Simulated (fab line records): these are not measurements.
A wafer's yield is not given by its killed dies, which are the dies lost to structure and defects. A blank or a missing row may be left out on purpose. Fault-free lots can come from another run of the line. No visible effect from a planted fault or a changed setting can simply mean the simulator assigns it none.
fab line records | flow sky130
[record] lots = 13 | wafers = 39 | last_day = 50
route steps=708 shown SD_N@349 RES_XHIGH@360 LI_CONTACT@362 PAD_OPEN@708
lots with no fault: from the same line, run without faults
start_h: the number of hours between the record's first day and the start of the first shown wafer of the lot | wait_h: hours elapsed since this lot's preceding step | " repeats the value in the row above | L1.1+2: a single row standing in for several wafers | - no value present, or no start provided | * or withheld: withheld | < > ~ a bound
route shown NAME@n: NAME is a module with steps in the file, n the number in the route of the first one | usual: mean/standard deviation of fault-free wafers | same: alike in all rows | chamber/n: place in a boat | sites: each site's reading | _std_site: standard deviation across them | _edge_site: inner sites' mean taken away from outer sites' mean | radius_mm: for every site, how far away it sits from the centre of the wafer | mask NAME#n: copy n | behind: the tool/chamber that last shaped the wafer | hold: reason for holding the lot/hours on hold/outcome of the hold | device: names the non-switching transistor (n, p or np) | end of line: the tests these same wafers got at the end of their route | a step given without rows: its recipe and nothing more | killed: the dies lost at the first sort to structure and to defects; this is not the yield of the wafer | map: a wafer's dies, marking killed ones x, the rest . and places with no die _
set.NAME: the setting the step ran with; set.NAME@STEP: the setting that earlier step ran with | model.NAME: the simulator's own value behind a step, which no gauge read
a sample of lots followed through the steps of the route, with each step as a table and each wafer as a row
services: from which hour (start_h, from the record's first day; less than 0 if before it) a tool's chamber was out of use, for how many hours, and why
[[steps]]
[step SKY_SD_N_CD_MEAS_07]
[recipe] target_cd_nm = 380
[usual] cd_nm = 380.1/2.2
lot.wafer | tool      | chamber | start_h | wait_h | cd_nm
L326.2    | cd_sem-01 | -       | 679.96  | 0.1    | 379.4
L326.4    | "         | -       | "       | "      | 380.5
L326.5    | "         | -       | "       | "      | 379.1
L328.4    | cd_sem-01 | -       | 682.23  | 0.1    | 382.2
L328.5    | "         | -       | "       | "      | 383.2
L328.6    | "         | -       | "       | "      | 381.4
L330.1    | cd_sem-02 | -       | 696.83  | 0.1    | 380.3
L330.5    | "         | -       | "       | "      | 382.1
L330.6    | "         | -       | "       | "      | 379.8
L329.2    | cd_sem-02 | -       | 704.80  | 0.1    | 378.6
L329.4    | "         | -       | "       | "      | 378.1
L329.5    | "         | -       | "       | "      | 377.9
L332.3    | cd_sem-02 | -       | 711.01  | 0.1    | 380.8
L332.4    | "         | -       | "       | "      | 381.2
L332.6    | "         | -       | "       | "      | 381.9
L334.2    | cd_sem-02 | -       | 730.47  | 0.2    | 379.9
L334.4    | "         | -       | "       | "      | 377.4
L334.6    | "         | -       | "       | "      | 378.7
L335.1    | cd_sem-01 | -       | 738.67  | 0.1    | 381.9
L335.5    | "         | -       | "       | "      | 380.8
L335.6    | "         | -       | "       | "      | 382.7
L338.2    | cd_sem-01 | -       | 749.27  | 0.1    | 379.2
L338.3    | "         | -       | "       | "      | 379.9
L338.6    | "         | -       | "       | "      | 378.3
L337.2    | cd_sem-02 | -       | 750.85  | 0.1    | 376.9
L337.3    | "         | -       | "       | "      | 377.7
L337.6    | "         | -       | "       | "      | 375.4
L339.1    | cd_sem-01 | -       | 769.87  | 0.1    | 378.9
L339.2    | "         | -       | "       | "      | 377.7
L339.3    | "         | -       | "       | "      | 380.4
L341.1    | cd_sem-02 | -       | 784.88  | 0.1    | 379.0
L341.3    | "         | -       | "       | "      | 380.5
L341.6    | "         | -       | "       | "      | 377.6
L346.1    | cd_sem-01 | -       | 811.63  | 0.1    | 379.8
L346.5    | "         | -       | "       | "      | 379.3
L346.6    | "         | -       | "       | "      | 379.3
L347.2    | cd_sem-01 | -       | 822.95  | 0.1    | 380.8
L347.4    | "         | -       | "       | "      | 382.8
L347.5    | "         | -       | "       | "      | 383.4
[step SKY_SD_N_RS_MEAS_18]
[recipe] thk_meas_gauge = four-point-probe
[usual] RES_XHIGH_RS = 333.1/1.1
lot.wafer | tool          | chamber | start_h | wait_h | RES_XHIGH_RS[ohm/sq]
L326.2    | film_metro-04 | -       | 681.03  | 0.1    | 332.1
L326.4    | "             | -       | "       | "      | 332.0
L326.5    | "             | -       | "       | "      | 332.9
L328.4    | film_metro-04 | -       | 683.30  | 0.1    | 332.7
L328.5    | "             | -       | "       | "      | 332.3
L328.6    | "             | -       | "       | "      | 332.6
L330.1    | film_metro-04 | -       | 697.91  | 0.1    | 333.1
L330.5    | "             | -       | "       | "      | 332.3
L330.6    | "             | -       | "       | "      | 332.7
L329.2    | film_metro-04 | -       | 705.88  | 0.1    | 331.6
L329.4    | "             | -       | "       | "      | 334.3
L329.5    | "             | -       | "       | "      | 333.3
L332.3    | film_metro-02 | -       | 712.09  | 0.1    | 332.4
L332.4    | "             | -       | "       | "      | 331.3
L332.6    | "             | -       | "       | "      | 332.5
L334.2    | film_metro-04 | -       | 731.55  | 0.1    | 333.1
L334.4    | "             | -       | "       | "      | 334.8
L334.6    | "             | -       | "       | "      | 334.3
L335.1    | film_metro-04 | -       | 739.79  | 0.1    | 332.3
L335.5    | "             | -       | "       | "      | 332.5
L335.6    | "             | -       | "       | "      | 333.1
L338.2    | film_metro-03 | -       | 750.35  | 0.1    | 332.5
L338.3    | "             | -       | "       | "      | 332.6
L338.6    | "             | -       | "       | "      | 332.6
L337.2    | film_metro-03 | -       | 751.93  | 0.1    | 332.4
L337.3    | "             | -       | "       | "      | 332.5
L337.6    | "             | -       | "       | "      | 331.9
L339.1    | film_metro-03 | -       | 770.95  | 0.1    | 334.3
L339.2    | "             | -       | "       | "      | 334.6
L339.3    | "             | -       | "       | "      | 334.6
L341.1    | film_metro-03 | -       | 785.96  | 0.1    | 333.1
L341.3    | "             | -       | "       | "      | 331.7
L341.6    | "             | -       | "       | "      | 333.3
L346.1    | film_metro-03 | -       | 812.71  | 0.1    | 331.0
L346.5    | "             | -       | "       | "      | 331.0
L346.6    | "             | -       | "       | "      | 333.4
L347.2    | film_metro-02 | -       | 824.03  | 0.1    | 333.2
L347.4    | "             | -       | "       | "      | 333.4
L347.5    | "             | -       | "       | "      | 334.2
[step SKY_LI_CONTACT_HDPCVD_00]
[recipe] material = PSG | target_thk_nm = 930 | sigma_open_frac = 0.3 | time_s = 155 | temp_c = 600 | sih4_flow_sccm = 60 | pressure_mtorr = 6
lot.wafer  | tool      | chamber | start_h | wait_h
L326.2+4+5 | hdpcvd-02 | 0,1,0   | 681.15  | 0.0
L328.4+5+6 | hdpcvd-02 | 1,2,0   | 683.43  | 0.1
L330.1+5+6 | hdpcvd-01 | 1,1,2   | 698.05  | 0.0
L329.2+4+5 | hdpcvd-01 | 1,1,0   | 706.00  | 0.0
L332.3+4+6 | hdpcvd-01 | 1,0,2   | 712.19  | 0.0
L334.2+4+6 | hdpcvd-01 | 2,2,1   | 731.67  | 0.0
L335.1+5+6 | hdpcvd-02 | 1,0,1   | 739.95  | 0.0
L338.2+3+6 | hdpcvd-02 | 0,2,1   | 750.47  | 0.0
L337.2+3+6 | hdpcvd-02 | 2,1,0   | 752.05  | 0.0
L339.1+2+3 | hdpcvd-02 | 2,1,0   | 771.08  | 0.0
L341.1+3+6 | hdpcvd-01 | 2,1,0   | 786.09  | 0.0
L346.1+5+6 | hdpcvd-01 | 2,0,1   | 812.85  | 0.0
L347.2+4+5 | hdpcvd-01 | 2,2,0   | 824.14  | 0.0
[step SKY_LI_CONTACT_THK_MEAS_01]
[recipe] reads = PSG_of_LI_CONTACT_HDPCVD_00
[usual] LI_CONTACT_HDPCVD_THK = 924/11
lot.wafer | tool          | chamber | start_h | wait_h | LI_CONTACT_HDPCVD_THK[nm]
L326.2    | film_metro-03 | -       | 681.26  | 0.1    | 923
L326.4    | "             | -       | "       | "      | 916
L326.5    | "             | -       | "       | "      | 923
L328.4    | film_metro-02 | -       | 683.51  | 0.0    | 909
L328.5    | "             | -       | "       | "      | 904
L328.6    | "             | -       | "       | "      | 906
L330.1    | film_metro-04 | -       | 698.20  | 0.1    | 943
L330.5    | "             | -       | "       | "      | 934
L330.6    | "             | -       | "       | "      | 936
L329.2    | film_metro-02 | -       | 706.11  | 0.1    | 931
L329.4    | "             | -       | "       | "      | 932
L329.5    | "             | -       | "       | "      | 914
L332.3    | film_metro-02 | -       | 712.31  | 0.1    | 947
L332.4    | "             | -       | "       | "      | 930
L332.6    | "             | -       | "       | "      | 924
L334.2    | film_metro-03 | -       | 731.78  | 0.1    | 926
L334.4    | "             | -       | "       | "      | 926
L334.6    | "             | -       | "       | "      | 924
L335.1    | film_metro-03 | -       | 740.05  | 0.1    | 925
L335.5    | "             | -       | "       | "      | 930
L335.6    | "             | -       | "       | "      | 921
L338.2    | film_metro-02 | -       | 750.58  | 0.1    | 750
L338.3    | "             | -       | "       | "      | 763
L338.6    | "             | -       | "       | "      | 759
L337.2    | film_metro-04 | -       | 752.16  | 0.1    | 764
L337.3    | "             | -       | "       | "      | 764
L337.6    | "             | -       | "       | "      | 767
L339.1    | film_metro-02 | -       | 771.18  | 0.1    | 771
L339.2    | "             | -       | "       | "      | 769
L339.3    | "             | -       | "       | "      | 748
L341.1    | film_metro-02 | -       | 786.20  | 0.1    | 938
L341.3    | "             | -       | "       | "      | 942
L341.6    | "             | -       | "       | "      | 912
L346.1    | film_metro-04 | -       | 812.95  | 0.1    | 928
L346.5    | "             | -       | "       | "      | 929
L346.6    | "             | -       | "       | "      | 927
L347.2    | film_metro-04 | -       | 824.26  | 0.1    | 932
L347.4    | "             | -       | "       | "      | 913
L347.5    | "             | -       | "       | "      | 917
[step SKY_LI_CONTACT_BOW_MEAS_03]
[recipe] mode = bow
[usual] LI_CONTACT_BOW = 55/7.1
lot.wafer | tool          | chamber | start_h | wait_h | LI_CONTACT_BOW[um]
L326.2    | film_metro-04 | -       | 681.63  | 0.1    | 51
L326.4    | "             | -       | "       | "      | 61
L326.5    | "             | -       | "       | "      | 56
L328.4    | film_metro-02 | -       | 683.90  | 0.2    | 44
L328.5    | "             | -       | "       | "      | 69
L328.6    | "             | -       | "       | "      | 61
L330.1    | film_metro-02 | -       | 698.56  | 0.1    | 47
L330.5    | "             | -       | "       | "      | 57
L330.6    | "             | -       | "       | "      | 68
L329.2    | film_metro-04 | -       | 706.48  | 0.2    | 48
L329.4    | "             | -       | "       | "      | 56
L329.5    | "             | -       | "       | "      | 55
L332.3    | film_metro-04 | -       | 712.69  | 0.1    | 49
L332.4    | "             | -       | "       | "      | 61
L332.6    | "             | -       | "       | "      | 49
L334.2    | film_metro-04 | -       | 732.15  | 0.3    | 49
L334.4    | "             | -       | "       | "      | 61
L334.6    | "             | -       | "       | "      | 57
L335.1    | film_metro-04 | -       | 740.45  | 0.2    | 62
L335.5    | "             | -       | "       | "      | 58
L335.6    | "             | -       | "       | "      | 66
L338.2    | film_metro-04 | -       | 750.95  | 0.2    | 51
L338.3    | "             | -       | "       | "      | 41
L338.6    | "             | -       | "       | "      | 50
L337.2    | film_metro-04 | -       | 752.53  | 0.3    | 58
L337.3    | "             | -       | "       | "      | 50
L337.6    | "             | -       | "       | "      | 62
L339.1    | film_metro-03 | -       | 771.54  | 0.1    | 45
L339.2    | "             | -       | "       | "      | 51
L339.3    | "             | -       | "       | "      | 55
L341.1    | film_metro-02 | -       | 786.57  | 0.2    | 47
L341.3    | "             | -       | "       | "      | 68
L341.6    | "             | -       | "       | "      | 61
L346.1    | film_metro-03 | -       | 813.31  | 0.2    | 58
L346.5    | "             | -       | "       | "      | 50
L346.6    | "             | -       | "       | "      | 49
L347.2    | film_metro-02 | -       | 824.63  | 0.1    | 54
L347.4    | "             | -       | "       | "      | 52
L347.5    | "             | -       | "       | "      | 55
[step SKY_LI_CONTACT_ETCH_15]
[recipe] target = PSG | chemistry = C4F8/O2/Ar | stop_on = Si | taper_deg = 4.15 | mask_material = KrF-thick | source_w = 1500 | bias_w = 1200 | pressure_mtorr = 40 | c4f8_flow_sccm = withheld | O2_flow_sccm = 6 | Ar_flow_sccm = 300 | time_s = withheld | target_depth_a = 6000
[usual] chamber_pressure_mTorr = 40.00/0.041 | oes_product_au = 0.837/0.0046 | rf_fwd_power_W = 1493/5
lot.wafer | tool        | chamber | start_h | wait_h | chamber_pressure_mTorr | oes_product_au | rf_fwd_power_W
L326.2    | rie_diel-02 | 0       | 709.28  | 0.0    | 40.01                  | 0.838          | 1497
L326.4    | "           | 1       | "       | "      | 39.99                  | 0.840          | 1497
L326.5    | "           | 0       | "       | "      | 40.00                  | 0.837          | 1496
L328.4    | rie_diel-02 | 1       | 711.54  | 0.0    | 39.99                  | 0.834          | 1493
L328.5    | "           | 3       | "       | "      | 39.98                  | 0.840          | 1495
L328.6    | "           | 0       | "       | "      | 40.05                  | 0.834          | 1489
L330.1    | rie_diel-03 | 1       | 727.67  | 0.0    | 39.98                  | 0.842          | 1487
L330.5    | "           | 0       | "       | "      | 40.04                  | 0.832          | 1490
L330.6    | "           | 3       | "       | "      | 39.95                  | 0.838          | 1486
L329.2    | rie_diel-04 | 2       | 734.62  | 0.0    | 40.02                  | 0.830          | 1486
L329.4    | "           | 1       | "       | "      | 40.02                  | 0.838          | 1493
L329.5    | "           | 2       | "       | "      | 39.95                  | 0.838          | 1486
L332.3    | rie_diel-03 | 1       | 740.23  | 0.0    | 39.96                  | 0.842          | 1495
L332.4    | "           | 0       | "       | "      | 40.04                  | 0.846          | 1494
L332.6    | "           | 3       | "       | "      | 40.00                  | 0.833          | 1499
L334.2    | rie_diel-03 | 1       | 760.60  | 0.0    | 40.08                  | 0.836          | 1485
L334.4    | "           | 2       | "       | "      | 39.94                  | 0.840          | 1502
L334.6    | "           | 2       | "       | "      | 40.00                  | 0.838          | 1499
L335.1    | rie_diel-03 | 2       | 768.12  | 0.0    | 40.07                  | 0.837          | 1484
L335.5    | "           | 2       | "       | "      | 39.93                  | 0.846          | 1490
L335.6    | "           | 1       | "       | "      | 40.03                  | 0.842          | 1490
L338.2    | rie_diel-03 | 3       | 778.08  | 0.0    | 40.02                  | 0.719          | 1489
L338.3    | "           | 0       | "       | "      | 40.01                  | 0.722          | 1486
L338.6    | "           | 3       | "       | "      | 40.02                  | 0.712          | 1491
L337.2    | rie_diel-03 | 3       | 779.03  | 0.0    | 40.01                  | 0.711          | 1492
L337.3    | "           | 1       | "       | "      | 39.97                  | 0.713          | 1485
L337.6    | "           | 0       | "       | "      | 40.04                  | 0.716          | 1489
L339.1    | rie_diel-04 | 1       | 797.97  | 0.0    | 40.00                  | 0.716          | 1498
L339.2    | "           | 2       | "       | "      | 39.96                  | 0.710          | 1493
L339.3    | "           | 0       | "       | "      | 39.99                  | 0.717          | 1492
L341.1    | rie_diel-04 | 2       | 813.71  | 0.0    | 40.05                  | 0.833          | 1494
L341.3    | "           | 1       | "       | "      | 39.98                  | 0.843          | 1491
L341.6    | "           | 0       | "       | "      | 39.98                  | 0.841          | 1489
L346.1    | rie_diel-04 | 0       | 839.08  | 0.0    | 40.02                  | 0.833          | 1496
L346.5    | "           | 2       | "       | "      | 40.01                  | 0.837          | 1496
L346.6    | "           | 1       | "       | "      | 39.98                  | 0.831          | 1494
L347.2    | rie_diel-03 | 0       | 851.43  | 0.0    | 39.99                  | 0.842          | 1495
L347.4    | "           | 2       | "       | "      | 39.98                  | 0.836          | 1492
L347.5    | "           | 1       | "       | "      | 39.96                  | 0.846          | 1497
[step SKY_PAD_OPEN_PROBE_99]
[usual] killed_at_M0_to_M3 = 42/7.2 | killed_at_M4_up = 3.2/1.8 | killed_at_contacts = 24/5.4 | killed_at_front_end = 15/4 | killed_at_other = 0.3/0.59 | killed_dies = 84/9 | killed_open = 46/7.1 | killed_short = 38/6
[same] gross_dies = 492 | killed_at_back_side = 0
lot.wafer | tool      | chamber | start_h | wait_h | killed_at_M0_to_M3 | killed_at_M4_up | killed_at_contacts | killed_at_front_end | killed_at_other | killed_dies | killed_open | killed_short
L339.1    | prober-01 | -       | 1168.84 | 0.1    | 34                 | 1               | 46                 | 25                  | 0               | 106         | 53          | 36
L339.2    | prober-01 | -       | 1168.89 | 0.1    | 40                 | 6               | 44                 | 15                  | 0               | 105         | 48          | 39
L339.3    | prober-01 | -       | 1168.94 | 0.2    | 32                 | 6               | 41                 | 14                  | 0               | 93          | 39          | 37
// killed by level:class
L339.1 LI_CONTACT:area_hdpcvd=17 VIA1:geometric_particle:open=11 CONTACT:geometric_particle:open=9 FIELD_ISO:geometric_particle:open=8 FIELD_ISO:geometric_particle:short=7 LOCAL_INTERCONNECT:geometric_particle:short=6 VIA2:geometric_particle:open=6 POLY_GATE:geometric_particle:open=5
L339.2 LI_CONTACT:area_hdpcvd=18 CONTACT:geometric_particle:open=8 VIA3:geometric_particle:open=8 CONTACT:geometric_particle:short=7 VIA1:geometric_particle:open=7 LI_CONTACT:geometric_particle:open=6 VIA2:geometric_particle:open=5 METAL1:geometric_particle:short=4
L339.3 LI_CONTACT:area_hdpcvd=17 METAL1:geometric_particle:short=7 VIA1:geometric_particle:open=7 LI_CONTACT:geometric_particle:open=6 LOCAL_INTERCONNECT:geometric_particle:short=6 VIA2:geometric_particle:open=6 CONTACT:geometric_particle:open=5 FIELD_ISO:geometric_particle:short=4
[[services]]
tool        | chamber | start_h | hours | kind
rie_diel-02 | 3       | 659.28  | 6.3   | repair
hdpcvd-02   | 0       | 665.75  | -     | clean
rie_diel-04 | -       | 669.53  | 1.6   | repair
rie_diel-03 | 0       | 672.00  | -     | clean
rie_diel-03 | 0       | 672.00  | 12.4  | scheduled_down
rie_diel-03 | 0       | 672.00  | 12.4  | vent_cycle
rie_diel-03 | 0       | 684.41  | 11.8  | repair
rie_diel-04 | 2       | 689.74  | 10.1  | repair
hdpcvd-01   | 0       | 689.83  | 10.7  | repair
hdpcvd-01   | -       | 715.99  | 2.8   | pm
rie_diel-04 | 3       | 734.18  | 3.0   | repair
rie_diel-03 | 3       | 755.81  | 12.8  | repair
rie_diel-03 | 0       | 756.05  | 4.8   | repair
rie_diel-03 | 2       | 772.57  | 9.7   | repair
rie_diel-03 | 3       | 782.22  | 5.8   | repair
rie_diel-03 | 0       | 802.44  | 6.3   | repair
rie_diel-03 | -       | 807.39  | 2.8   | pm
hdpcvd-02   | -       | 826.31  | 1.4   | repair
rie_diel-04 | 2       | 831.54  | 3.5   | repair
rie_diel-02 | 1       | 832.84  | 94.7  | repair
rie_diel-04 | 3       | 833.10  | 2.9   | repair
rie_diel-03 | 3       | 843.72  | -     | clean
rie_diel-03 | 3       | 843.72  | 22.1  | scheduled_down
rie_diel-03 | 3       | 843.72  | 22.1  | vent_cycle
[[key]]
[first_sign] step = SKY_LI_CONTACT_THK_MEAS_01 | reading = LI_CONTACT_HDPCVD_THK | direction = down | sigmas = 15 | usual = 924 | struck = 762
[effect] step = SKY_LI_CONTACT_ETCH_15 | reading = oes_product_au | direction = down | sigmas = 27 | usual = 0.837 | struck = 0.715
[effect] step = SKY_PAD_OPEN_PROBE_99 | reading = killed_at_contacts | direction = up | sigmas = 3.6 | usual = 24 | struck = 44
[more_kills_born_at] SKY_LI_CONTACT_HDPCVD_00@hdpcvd-02 = 52
met_at SKY_LI_CONTACT_HDPCVD_00
struck_lots L337,L338,L339
rows_end L337.2,L337.3,L337.6,L338.2,L338.3,L338.6
tester_left_out L339
not_acting_at SKY_SD_N_CD_MEAS_07,SKY_SD_N_RS_MEAS_18,SKY_LI_CONTACT_BOW_MEAS_03
onset_between 739.95 750.47
[fault] kind = site_profile_drift | tool = hdpcvd-02 | chamber = - | onset_h = 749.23 | steps = SKY_LI_CONTACT_HDPCVD_00 | basis = fraction | max_abs_drift = 0.39188 | slope_share_per_hr = 87.084 | site_pattern = 0,0,0,0,0,-1,-1,-1,-1
// tester_left_out: of these lots the tester's yield and bins aren't shown, on N5 and GAA mostly nor the transistor test; their killed dies are dies lost to structure and defects alone, not to doping, threshold or leakage, so they don't give the yield
// rows_end: these wafers met a further fault down the route, and their rows from its step on are left out
